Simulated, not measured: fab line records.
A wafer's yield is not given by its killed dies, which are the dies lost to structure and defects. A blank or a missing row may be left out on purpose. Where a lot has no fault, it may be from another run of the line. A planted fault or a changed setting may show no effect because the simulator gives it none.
Split-lot study | flow sfqLine | 23 wafers read across 5 lots, on a route 325 steps long

== SPLIT DETAILS ==
At SFQ_TRILAYER_I3_VIA_LITHO_COAT_090 (resist thk 62 nm), the setting spinRpm was moved away from the recipe's 3000 rpm on 5 of the 23 wafers read, by +4.4% to +6.7%. The other wafers ran this setting at the recipe's value.

The reading comes from the split's own step.

== THE READING ==
BARC_of_TRILAYER_I3_VIA_LITHO_COAT_090.thkNm (the simulator's own value, which no gauge read), in nm, at SFQ_TRILAYER_I3_VIA_LITHO_COAT_090 (resist thk 62 nm). The file gives no usual value for it. The 18 wafers here that ran the recipe average 61.97 nm, standard deviation 0.12 nm.

wafer  | tool, chamber at the split | spinRpm as run, rpm | against the recipe | BARC_of_TRILAYER_I3_VIA_LITHO_COAT_090.thkNm, nm | against lot-mates on the recipe
L074.1 | lithoTrack-03, 0           | 3000                | recipe             | 61.9                                             | -
L074.3 | lithoTrack-03, 0           | 3000                | recipe             | 61.8                                             | -
L074.6 | lithoTrack-03, 0           | 3000                | recipe             | 62.15                                            | -
L075.2 | lithoTrack-02, 0           | 3201                | +6.7%              | 60.24                                            | -1.87
L075.3 | lithoTrack-02, 0           | 3000                | recipe             | 62.1                                             | -
L075.4 | lithoTrack-02, 0           | 3000                | recipe             | 62.09                                            | -
L075.5 | lithoTrack-02, 0           | 3000                | recipe             | 62.13                                            | -
L075.6 | lithoTrack-02, 0           | 3201                | +6.7%              | 60.1                                             | -2.01
L079.1 | lithoTrack-03, 0           | 3000                | recipe             | 62.03                                            | -
L079.3 | lithoTrack-03, 0           | 3000                | recipe             | 62                                               | -
L079.6 | lithoTrack-03, 0           | 3000                | recipe             | 62                                               | -
L079.4 | lithoTrack-03, 0           | 3000                | recipe             | 61.88                                            | -
L079.5 | lithoTrack-03, 0           | 3000                | recipe             | 61.9                                             | -
L083.1 | lithoTrack-02, 0           | 3131                | +4.4%              | 60.92                                            | -1.16
L083.2 | lithoTrack-02, 0           | 3131                | +4.4%              | 60.76                                            | -1.32
L083.3 | lithoTrack-02, 0           | 3131                | +4.4%              | 60.91                                            | -1.17
L083.4 | lithoTrack-02, 0           | 3000                | recipe             | 62.14                                            | -
L083.6 | lithoTrack-02, 0           | 3000                | recipe             | 62.02                                            | -
L084.1 | lithoTrack-02, 0           | 3000                | recipe             | 61.9                                             | -
L084.2 | lithoTrack-02, 0           | 3000                | recipe             | 61.71                                            | -
L084.3 | lithoTrack-02, 0           | 3000                | recipe             | 61.92                                            | -
L084.4 | lithoTrack-02, 0           | 3000                | recipe             | 62                                               | -
L084.5 | lithoTrack-02, 0           | 3000                | recipe             | 61.86                                            | -

FIT RESULTS
A straight line over all 23 wafers: BARC_of_TRILAYER_I3_VIA_LITHO_COAT_090.thkNm changes by -0.264 nm for each +1% of spinRpm; r = -0.98; the points scatter about the line by 0.12 nm.
The same after taking each lot's own level away (the mean of its wafers on the recipe; 23 wafers): -0.285 nm for each +1%; r = -0.99; scatter 0.089 nm.
That fit puts the effect of the largest move of spinRpm on the reading at 1.9 nm.
From 61.878 to 62.107 nm: that is the span of the lots' own levels, equal to 1.9 times the standard deviation above.
Consequently the slope shifts little with the lot-to-lot level, the two slopes agreeing.
Check: with one of the wafers moved furthest among these (+6.7%) left out of the fit, the line predicts -1.93 nm for it against its lot-mates. Against them it came out at -1.87 nm.

== OTHER SPLITS ON THESE WAFERS ==
Note: prior to the reading, these wafers also went through further splits. Each is held against what the fit with the lots' levels taken away leaves over:
other split on the same wafers             | wafers away from the commonest value | r with BARC_of_TRILAYER_I3_VIA_LITHO_COAT_090.thkNm (lot level and that fit taken away)
SFQ_TRILAYER_M3_LITHO_COAT_075 resistThkNm | 7                                    | -0.08
SFQ_TRILAYER_I3_DEP_PECVD_081 timeS        | 10                                   | +0.13

== THE FILE'S OWN FIT ==
BARC_of_TRILAYER_I3_VIA_LITHO_COAT_090.thkNm changes by -0.286 nm for each +1% of spinRpm, r = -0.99.
